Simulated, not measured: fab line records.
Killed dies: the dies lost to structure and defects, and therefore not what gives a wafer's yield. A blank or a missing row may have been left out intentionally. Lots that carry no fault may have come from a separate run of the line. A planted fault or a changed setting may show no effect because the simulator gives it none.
Split-lot study -- flow sky130 -- 23 wafers read across 5 lots, on a route 708 steps long

## SPLIT DETAILS
At SKY_RES_XHIGH_IMPLANT_07, the setting energy_kev was moved away from the recipe's 20 on 9 of the 23 wafers read, by -5.2% to +2.6%. For the rest of the wafers, this setting stayed at what the recipe calls for.

## BETWEEN THE SPLIT AND THE READING: the file shows 1 step in between
- SKY_RES_XHIGH_STRIP_08: strips in O2/N2

## THE READING
RES_XHIGH_TW, at SKY_RES_XHIGH_TW_MEAS_09. On this fab line, fault-free wafers typically give 1630 with a standard deviation of 10.

wafer,"tool, chamber at the split",energy_kev as run,against the recipe,RES_XHIGH_TW,against lot-mates on the recipe
L077.1,"implanter-03, 0",20,recipe,1635,-
L077.2,"implanter-03, 0",18.97,-5.2%,1610,-24
L077.4,"implanter-03, 0",20,recipe,1627,-
L077.5,"implanter-03, 0",18.97,-5.2%,1615,-19
L077.6,"implanter-03, 0",20,recipe,1641,-
L078.1,"implanter-02, 0",20,recipe,1641,-
L078.2,"implanter-02, 0",20,recipe,1635,-
L078.3,"implanter-02, 0",20,recipe,1633,-
L078.4,"implanter-02, 0",19.01,-4.9%,1606,-30
L078.5,"implanter-02, 0",19.01,-4.9%,1611,-25
L081.1,"implanter-02, 0",20,recipe,1622,-
L081.4,"implanter-02, 0",20,recipe,1624,-
L081.5,"implanter-02, 0",20,recipe,1614,-
L082.2,"implanter-02, 0",20.51,+2.6%,1651,+18
L082.3,"implanter-02, 0",20.51,+2.6%,1640,+7
L082.4,"implanter-02, 0",20,recipe,1632,-
L082.5,"implanter-02, 0",20,recipe,1634,-
L082.6,"implanter-02, 0",20.51,+2.6%,1647,+14
L085.1,"implanter-02, 0",20,recipe,1652,-
L085.2,"implanter-02, 0",19.33,-3.4%,1633,-14
L085.3,"implanter-02, 0",20,recipe,1643,-
L085.4,"implanter-02, 0",20,recipe,1645,-
L085.5,"implanter-02, 0",19.33,-3.4%,1625,-22

FIT RESULTS
A straight line over all 23 wafers: RES_XHIGH_TW changes by +4.25 for each +1% of energy_kev; r = +0.76; the points scatter about the line by 8.9.
The same after taking each lot's own level away (the mean of its wafers on the recipe; 23 wafers): +4.99 for each +1%; r = +0.94; scatter 4.4.
According to that fit, moving energy_kev by its largest amount changes the reading by 26.
Measured against the standard deviation above, the lots' own levels, which go from 1620.0 to 1646.7, span 2.7 times it.
So the lot-to-lot level blurs the effect unless lot-mates are compared.
Check: for one of the wafers moved furthest among these (-5.2%), held out of the fit, the line's prediction against its lot-mates is -26. It came out at -24.3 against them.

## OTHER SPLITS ON THESE WAFERS
Note: prior to the reading, these wafers also went through further splits. Each is held against what the fit with the lots' levels taken away leaves over:
other split on the same wafers,wafers away from the commonest value,r with RES_XHIGH_TW (lot level and that fit taken away)
SKY_LDD_LDN_SOFTBAKE_03 temp_c,11,-0.22
SKY_LDD_LDN_IMPLANT_10 energy_kev,8,+0.01

## THE WHOLE CHAIN: every reading that the file lists as answering this split, in the file's order
step,what it does,reading,change (the file's fit),r (the file's)
SKY_RES_XHIGH_IMPLANT_07,,"implant.rp_nm (the simulator's own value, which no gauge read)",+0.136 nm for each +1% of the setting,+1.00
SKY_RES_XHIGH_IMPLANT_07,,"implant.drp_nm (the simulator's own value, which no gauge read)",+0.0689 nm for each +1% of the setting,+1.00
SKY_RES_XHIGH_TW_MEAS_09,,RES_XHIGH_TW,+4.97 for each +1% of the setting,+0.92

## THE FILE'S OWN FIT
RES_XHIGH_TW changes by +4.97 for each +1% of energy_kev, r = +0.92.
